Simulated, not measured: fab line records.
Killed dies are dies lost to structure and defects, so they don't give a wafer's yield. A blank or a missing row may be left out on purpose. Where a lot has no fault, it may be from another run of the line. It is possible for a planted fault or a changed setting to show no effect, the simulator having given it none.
fab line records	flow sky130
record lots=12	wafers=35	last_day=50
route steps=708 shown VIA2@528 METAL3@536 PAD_OPEN@708
lots that met no fault: from a run of the same line without faults
start_h: hours from the record's first day to the start of the lot's first wafer shown	wait_h: hours since the lot's step before	" the same as in the row above	L1.1+2: a single row standing in for several wafers	- no value, or no start was given	* or withheld: withheld	< > ~ a bound
route shown NAME@n: names a module that has steps shown in the file, with the first one's number in the route	usual: mean/standard deviation taken from wafers without a fault	same: alike in all rows	chamber/n: place in a boat	sites: readings site by site	_std_site: the standard deviation of these	_edge_site: mean of outer sites minus mean of inner sites	radius_mm: for every site, how far away it sits from the centre of the wafer	mask NAME#n: copy n	behind: the most recent tool/chamber to have shaped the wafer	hold: reason for holding the lot/hours on hold/outcome of the hold	device: names the non-switching transistor (n, p or np)	end of line: the same wafers' tests at the end of the route	a step given without rows: its recipe and nothing more	killed: at the first sort, the dies lost to defects and structure; wafer yield is something else	map: the dies of a wafer, with x for killed, . for not killed, _ for no die there
set.NAME: the run value of the setting; set.NAME@STEP: its run value at that earlier step	model.NAME: the simulator's own value behind a step, which no gauge read
the route's steps for a sample of lots (tables are steps, rows are wafers)
services: from which hour (start_h, from the record's first day; less than 0 if before it) a tool's chamber was out of use, for how many hours, and why
## steps
# step SKY_VIA2_CVD_21
# recipe material=W	target_thk_nm=420	time_s=126.4	temp_c=400	pressure_torr=40
# usual heater_power_w=825/40	susceptor_temp_C=399.97/0.22
lot.wafer	tool	chamber	start_h	wait_h	heater_power_w	susceptor_temp_C
L342.1	cvd_w-02	1	851.12	0.0	880	400.37
L342.4	"	0	"	"	830	400.38
L342.5	"	1	"	"	862	399.98
L344.1	cvd_w-01	1	869.27	0.0	772	399.78
L344.2	"	0	"	"	850	399.62
L344.4	"	1	"	"	763	399.64
L345.2	cvd_w-02	1	878.89	0.0	886	400.02
L345.3	"	1	"	"	862	399.65
L345.4	"	0	"	"	830	400.06
L346.1	cvd_w-02	1	889.25	0.0	905	400.03
L346.4	"	0	"	"	842	399.82
L346.5	"	0	"	"	840	400.15
L348.1	cvd_w-01	0	906.90	0.0	820	400.20
L348.2	"	1	"	"	772	399.54
L348.4	"	0	"	"	854	400.26
L349.1	cvd_w-01	1	912.30	0.0	768	399.94
L349.3	"	0	"	"	865	400.05
L349.6	"	1	"	"	777	399.73
L350.1	cvd_w-01	0	915.53	0.0	837	399.71
L350.2	"	1	"	"	734	400.07
L350.3	"	1	"	"	769	400.12
L351.1	cvd_w-02	1	926.93	0.0	773	399.84
L351.2	"	0	"	"	846	400.13
L355.1	cvd_w-01	0	955.43	0.0	821	400.04
L355.4	"	1	"	"	774	400.16
L355.5	"	1	"	"	784	400.11
L361.1	cvd_w-02	0	992.57	0.0	836	400.31
L361.3	"	1	"	"	770	399.69
L361.6	"	1	"	"	797	399.69
L363.3	cvd_w-01	0	1010.48	0.1	864	399.86
L363.5	"	0	"	"	850	399.96
L363.6	"	1	"	"	786	399.94
L364.1	cvd_w-01	1	1015.93	0.0	794	399.52
L364.3	"	1	"	"	779	399.57
L364.5	"	0	"	"	844	400.00
# step SKY_VIA2_CMP_24
# recipe stop_on=SiO2	t_overpolish_s=20	down_force_psi=3.5	platen_rpm=60	target_thk_nm=0	pad_velocity_m_s=0.94248
# usual motor_current_A=9.9/1.1	overpolish_run_s=20.001/0.0097	time_to_endpoint_s=103/3.2
lot.wafer	tool	chamber	start_h	wait_h	motor_current_A	overpolish_run_s	time_to_endpoint_s
L342.4	cmp-01	1	851.43	0.0	10.0	19.990	104
L342.1	"	3	"	"	9.6	20.004	102
L342.5	"	2	"	"	8.7	20.004	103
L344.4	cmp-01	3	869.58	0.0	10.4	20.001	103
L344.2	"	0	"	"	9.6	19.986	102
L344.1	"	2	"	"	8.3	20.004	104
L345.4	cmp-01	0	879.20	0.0	9.0	19.999	107
L345.2	"	1	"	"	9.8	19.997	108
L345.3	"	3	"	"	10.5	20.003	104
L346.1	cmp-01	2	889.56	0.1	8.4	20.005	99
L346.4	"	3	"	"	10.7	19.998	101
L346.5	"	2	"	"	8.4	20.006	101
L348.4	cmp-01	1	907.21	0.0	10.2	20.007	103
L348.2	"	2	"	"	8.2	19.997	101
L348.1	"	3	"	"	10.8	19.985	102
L349.1	cmp-02	1	912.78	0.2	11.9	19.995	105
L349.3	"	2	"	"	10.1	20.011	105
L349.6	"	1	"	"	11.9	20.006	104
L350.1	cmp-01	2	916.30	0.5	8.3	20.008	100
L350.2	"	3	"	"	10.9	20.018	103
L350.3	"	0	"	"	9.0	20.002	103
L351.1	cmp-01	0	927.24	0.1	9.3	20.009	99
L351.2	"	2	"	"	8.9	20.012	103
L355.4	cmp-02	0	955.79	0.1	8.4	19.993	104
L355.1	"	2	"	"	10.2	20.010	103
L355.5	"	3	"	"	10.2	20.018	103
L361.1	cmp-02	3	992.93	0.1	11.3	19.989	109
L361.3	"	0	"	"	8.6	19.991	103
L361.6	"	2	"	"	10.3	19.994	104
L363.3	cmp-01	2	1010.75	0.0	8.7	20.010	107
L363.5	"	2	"	"	8.8	20.009	100
L363.6	"	3	"	"	10.0	19.998	101
L364.3	cmp-02	1	1016.24	0.0	11.9	20.008	100
L364.1	"	3	"	"	11.0	20.004	105
L364.5	"	1	"	"	11.5	19.994	106
# step SKY_METAL3_SPUTTER_04
# recipe material=TiN	target_thk_nm=70	power_w=6500	time_s=58.3	chamber_pressure_pa=0.4
# usual throttle_valve_pct=29.8/0.79
lot.wafer	tool	chamber	start_h	wait_h	throttle_valve_pct
L342.1	pvd_sputter-04	-	851.84	0.0	28.8
L342.4	"	-	"	"	29.4
L342.5	"	-	"	"	29.0
L344.1	pvd_sputter-04	-	869.98	0.0	30.4
L344.2	"	-	"	"	28.9
L344.4	"	-	"	"	29.5
L345.2	pvd_sputter-03	-	879.61	0.0	28.0
L345.3	"	-	"	"	30.1
L345.4	"	-	"	"	29.3
L346.1	pvd_sputter-03	-	889.97	0.0	30.1
L346.4	"	-	"	"	29.3
L346.5	"	-	"	"	28.3
L348.1	pvd_sputter-02	-	907.62	0.0	30.8
L348.2	"	-	"	"	29.1
L348.4	"	-	"	"	30.9
L349.1	pvd_sputter-03	-	913.19	0.0	30.2
L349.3	"	-	"	"	29.4
L349.6	"	-	"	"	30.2
L350.1	pvd_sputter-02	-	916.71	0.0	30.9
L350.2	"	-	"	"	29.2
L350.3	"	-	"	"	29.8
L351.1	pvd_sputter-02	-	927.65	0.0	29.9
L351.2	"	-	"	"	30.8
L355.1	pvd_sputter-02	-	956.15	0.0	29.2
L355.4	"	-	"	"	30.6
L355.5	"	-	"	"	31.0
L361.1	pvd_sputter-04	-	993.28	0.0	28.5
L361.3	"	-	"	"	30.7
L361.6	"	-	"	"	28.9
L363.3	pvd_sputter-02	-	1011.15	0.0	29.0
L363.5	"	-	"	"	31.1
L363.6	"	-	"	"	30.0
L364.1	pvd_sputter-02	-	1016.64	0.0	29.1
L364.3	"	-	"	"	30.7
L364.5	"	-	"	"	30.6
# step SKY_METAL3_ETCH_17
# recipe target=SiO2	stop_on=TiN	chemistry=C4F8/O2/Ar	source_w=1500	bias_w=1200	pressure_mtorr=40	c4f8_flow_sccm=withheld	O2_flow_sccm=6	Ar_flow_sccm=300	time_s=3.9	target_depth_a=150
# usual oes_product_au=0.752/0.0073	rf_fwd_power_W=1471/8.4
lot.wafer	tool	chamber	start_h	wait_h	oes_product_au	rf_fwd_power_W	rf_hours_counter_h
L342.1	rie_diel-04	0	904.59	0.1	0.755	1460	9
L342.4	"	3	"	"	0.763	1475	7
L342.5	"	1	"	"	0.751	1478	-
L344.1	rie_diel-01	0	922.31	0.1	0.760	1475	12
L344.2	"	3	"	"	0.741	1457	6
L344.4	"	1	"	"	0.763	1457	28
L345.2	rie_diel-03	1	930.44	0.1	0.734	1461	5
L345.3	"	3	"	"	0.758	1472	23
L345.4	"	2	"	"	0.745	1473	27
L346.1	rie_diel-04	2	939.95	0.1	0.757	1461	2
L346.4	"	0	"	"	0.763	1464	-
L346.5	"	2	"	"	0.759	1464	-
L348.1	rie_diel-04	1	957.23	0.2	0.744	1476	5
L348.2	"	0	"	"	0.752	1459	11
L348.4	"	2	"	"	0.751	1466	3
L349.1	rie_diel-03	0	962.65	0.1	0.748	1483	9
L349.3	"	2	"	"	0.747	1478	28
L349.6	"	2	"	"	0.753	1474	-
L350.1	rie_diel-03	2	966.80	0.1	0.742	1464	28
L350.2	"	1	"	"	0.745	1468	7
L350.3	"	3	"	"	0.743	1464	24
L351.1	rie_diel-03	2	976.75	0.2	0.718	1467	29
L351.2	"	3	"	"	0.752	1464	24
L355.1	rie_diel-03	0	1004.02	0.1	0.709	1491	10
L355.4	"	1	"	"	0.722	1461	-
L355.5	"	3	"	"	0.722	1463	-
L361.1	rie_diel-04	2	1040.22	0.2	0.737	1464	5
L361.3	"	3	"	"	0.740	1475	10
L361.6	"	3	"	"	0.756	1475	-
L363.3	rie_diel-04	1	1056.69	0.0	0.747	1477	8
L363.5	"	3	"	"	0.752	1472	-
L363.6	"	2	"	"	0.756	1466	-
L364.1	rie_diel-01	3	1062.02	0.1	0.744	1459	10
L364.3	"	2	"	"	0.735	1483	12
L364.5	"	2	"	"	0.754	1485	-
# step SKY_PAD_OPEN_PROBE_99
# usual defect_limited_yield=82.7/2	killed_at_M0_to_M3=42/7.7	killed_at_M4_up=3.1/1.9	killed_at_contacts=24/4.9	killed_at_front_end=15/4.6	killed_at_other=0.3/0.51	killed_dies=85/9.9	killed_open=47/7.1	killed_short=38/6.7	sort_bin_3_pad_short=0.9/0.46	sort_bin_5_function=10.1/1.5	sort_bin_6_memory=6.3/1.1	sort_n_pass=407/9.9	sort_yield_pct=82.7/2
# same gross_dies=492	killed_at_back_side=0	sort_bin_4_leakage[%]=0	sort_bin_8_speed[%]=0
lot.wafer	tool	chamber	start_h	wait_h	defect_limited_yield[%]	killed_at_M0_to_M3	killed_at_M4_up	killed_at_contacts	killed_at_front_end	killed_at_other	killed_dies	killed_open	killed_short	sort_bin_3_pad_short[%]	sort_bin_5_function[%]	sort_bin_6_memory[%]	sort_n_pass	sort_yield_pct[%]
L342.1	prober-02	-	1076.83	0.1	86.2	24	2	26	16	0	68	40	28	0.6	8.1	5.1	424	86.2
L342.4	prober-02	-	1076.98	0.2	86.2	29	3	20	16	0	68	38	30	0.2	7.5	6.1	424	86.2
L342.5	prober-02	-	1077.03	0.2	83.5	40	3	23	15	0	81	45	36	1.8	8.9	5.7	411	83.5
L348.1	prober-02	-	1121.83	0.1	84.8	40	2	17	15	1	75	43	32	0.2	8.9	6.1	417	84.8
L348.2	prober-02	-	1121.88	0.1	81.1	42	1	34	16	0	93	45	48	1.4	9.3	8.1	399	81.1
L348.4	prober-02	-	1121.98	0.2	82.3	50	1	16	20	0	87	52	35	1.0	10.4	6.3	405	82.3
L349.1	prober-01	-	1126.38	0.1	82.9	49	3	22	10	0	84	50	34	1.4	8.7	6.9	408	82.9
L349.3	prober-01	-	1126.48	0.2	81.3	49	0	28	13	2	92	49	43	1.0	10.4	7.3	400	81.3
L349.6	prober-01	-	1126.63	0.2	85.6	36	4	20	11	0	71	42	29	0.6	8.5	5.3	421	85.6
L351.1	prober-01	-	1136.93	0.1	86.6	25	6	22	12	1	66	32	34	0.6	9.8	3.0	426	86.6
L351.2	prober-01	-	1136.98	0.1	83.1	37	1	33	12	0	83	44	39	1.0	8.5	7.3	409	83.1
L363.3	prober-01	-	1197.57	0.2	81.7	44	2	29	15	0	90	47	43	0.8	10.6	6.9	402	81.7
L363.5	prober-01	-	1197.67	0.2	83.7	41	3	25	10	1	80	41	39	0.6	9.8	5.9	412	83.7
L363.6	prober-01	-	1197.72	0.2	83.7	52	0	23	4	1	80	47	33	0.6	8.9	6.7	412	83.7
# killed by level:class
L342.1 CONTACT:geometric_particle:short=8 VIA1:geometric_particle:open=8 FIELD_ISO:geometric_particle:open=6 LI_CONTACT:geometric_particle:open=6 CONTACT:geometric_particle:open=6 LI_CONTACT:geometric_particle:short=5 FIELD_ISO:geometric_particle:short=4 METAL1:geometric_particle:short=4
L342.4 LI_CONTACT:geometric_particle:open=8 VIA1:geometric_particle:open=7 FIELD_ISO:geometric_particle:short=6 CONTACT:geometric_particle:open=6 FIELD_ISO:geometric_particle:open=5 VIA2:geometric_particle:open=4 METAL3:geometric_particle:short=4 POLY_GATE:geometric_particle:open=3
L342.5 VIA1:geometric_particle:open=9 LI_CONTACT:geometric_particle:open=9 METAL1:geometric_particle:short=8 CONTACT:geometric_particle:open=6 METAL2:geometric_particle:short=6 VIA3:geometric_particle:open=6 CONTACT:geometric_particle:short=5 FIELD_ISO:geometric_particle:short=4
L348.1 VIA1:geometric_particle:open=8 VIA2:geometric_particle:open=8 LI_CONTACT:geometric_particle:open=6 VIA3:geometric_particle:open=6 METAL2:geometric_particle:short=5 CONTACT:geometric_particle:open=4 VIA1:geometric_particle:short=4 POLY_GATE:geometric_particle:short=3
L348.2 LI_CONTACT:geometric_particle:open=10 METAL1:geometric_particle:short=9 LOCAL_INTERCONNECT:geometric_particle:short=8 VIA1:geometric_particle:open=8 CONTACT:geometric_particle:open=7 VIA1:geometric_particle:short=7 FIELD_ISO:geometric_particle:short=5 POLY_GATE:geometric_particle:open=5
L348.4 VIA1:geometric_particle:open=14 CONTACT:geometric_particle:open=8 VIA2:geometric_particle:open=7 POLY_GATE:geometric_particle:short=6 VIA3:geometric_particle:open=6 METAL2:geometric_particle:short=5 VIA1:geometric_particle:short=5 POLY_GATE:geometric_particle:open=4
L349.1 VIA3:geometric_particle:open=12 LI_CONTACT:geometric_particle:open=9 METAL1:geometric_particle:short=9 VIA1:geometric_particle:open=7 CONTACT:geometric_particle:open=6 LOCAL_INTERCONNECT:geometric_particle:short=5 METAL2:geometric_particle:short=4 FIELD_ISO:geometric_particle:open=3
L349.3 LI_CONTACT:geometric_particle:open=11 VIA1:geometric_particle:open=10 VIA1:geometric_particle:short=10 CONTACT:geometric_particle:open=8 METAL1:geometric_particle:short=5 METAL2:geometric_particle:short=5 FIELD_ISO:geometric_particle:short=4 POLY_GATE:geometric_particle:open=4
L349.6 VIA1:geometric_particle:open=13 CONTACT:geometric_particle:open=9 METAL1:geometric_particle:short=7 VIA3:geometric_particle:open=6 LOCAL_INTERCONNECT:geometric_particle:short=5 CONTACT:geometric_particle:short=4 FIELD_ISO:geometric_particle:open=3 POLY_GATE:geometric_particle:short=3
L351.1 LI_CONTACT:geometric_particle:open=10 CONTACT:geometric_particle:open=7 VIA1:geometric_particle:short=5 VIA2:geometric_particle:open=5 METAL4:geometric_particle:short=5 CONTACT:geometric_particle:short=4 VIA1:geometric_particle:open=4 METAL3:geometric_particle:short=4
L351.2 CONTACT:geometric_particle:open=11 VIA1:geometric_particle:open=11 CONTACT:geometric_particle:short=8 LOCAL_INTERCONNECT:geometric_particle:short=6 METAL1:geometric_particle:short=6 VIA2:geometric_particle:open=6 LI_CONTACT:geometric_particle:short=5 FIELD_ISO:geometric_particle:open=3
L363.3 CONTACT:geometric_particle:open=12 VIA1:geometric_particle:open=7 LI_CONTACT:geometric_particle:open=7 VIA3:geometric_particle:open=6 CONTACT:geometric_particle:short=5 METAL1:geometric_particle:short=5 METAL2:geometric_particle:short=5 VIA2:geometric_particle:open=5
L363.5 VIA2:geometric_particle:open=10 VIA1:geometric_particle:open=9 CONTACT:geometric_particle:open=7 LOCAL_INTERCONNECT:geometric_particle:short=5 CONTACT:geometric_particle:short=5 VIA3:geometric_particle:open=5 FIELD_ISO:geometric_particle:short=4 LI_CONTACT:geometric_particle:short=4
L363.6 VIA1:geometric_particle:open=14 LI_CONTACT:geometric_particle:open=7 VIA1:geometric_particle:short=7 CONTACT:geometric_particle:short=6 CONTACT:geometric_particle:open=6 METAL2:geometric_particle:short=6 VIA3:geometric_particle:open=6 METAL2:geometric_particle:open=4
## services
tool	chamber	start_h	hours	kind
rie_diel-04	2	849.82	5.8	repair
cvd_w-02	-	850.45	0.5	repair
rie_diel-04	1	854.01	4.6	repair
cmp-02	-	861.85	5.1	repair
rie_diel-03	-	890.59	4.3	pm
cvd_w-02	-	904.00	14.0	pm
cmp-01	-	912.00	4.0	pm
rie_diel-04	1	933.44	10.7	repair
cvd_w-01	1	949.46	4.0	repair
cmp-01	-	956.40	0.7	repair
rie_diel-03	0	969.44	8.1	repair
pvd_sputter-02	-	972.71	4.3	repair
cvd_w-02	-	997.43	2.8	pm
rie_diel-03	3	1006.93	9.6	repair
rie_diel-04	0	1010.75	2.0	repair
rie_diel-04	-	1015.01	4.6	repair
rie_diel-04	2	1015.78	3.3	repair
cmp-01	-	1025.60	20.1	pm
rie_diel-03	3	1030.42	2.0	repair
cvd_w-02	-	1039.56	0.3	repair
rie_diel-04	3	1043.56	8.8	repair
cmp-01	-	1048.48	2.3	repair
rie_diel-03	2	1049.75	64.1	repair
cmp-01	-	1054.07	6.8	pm
## key
first_sign step=SKY_METAL3_ETCH_17	reading=oes_product_au	direction=down	sigmas=4.7	usual=0.752	struck=0.718
effect none on later readings
met_at SKY_METAL3_ETCH_17
struck_lots L351,L355
struck_wafers L351.1,L355.1,L355.4,L355.5
not_acting_at SKY_VIA2_CVD_21,SKY_VIA2_CMP_24,SKY_METAL3_SPUTTER_04
onset_between 966.80 976.75
fault kind=process_parameter_drift	tool=rie_diel-03	chamber=-	onset_h=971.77	steps=SKY_METAL3_ETCH_17	channel=time_s	offset=*	shape=step	end_h=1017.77	scope=struck_wafers_only	acts_in=*	stated=*
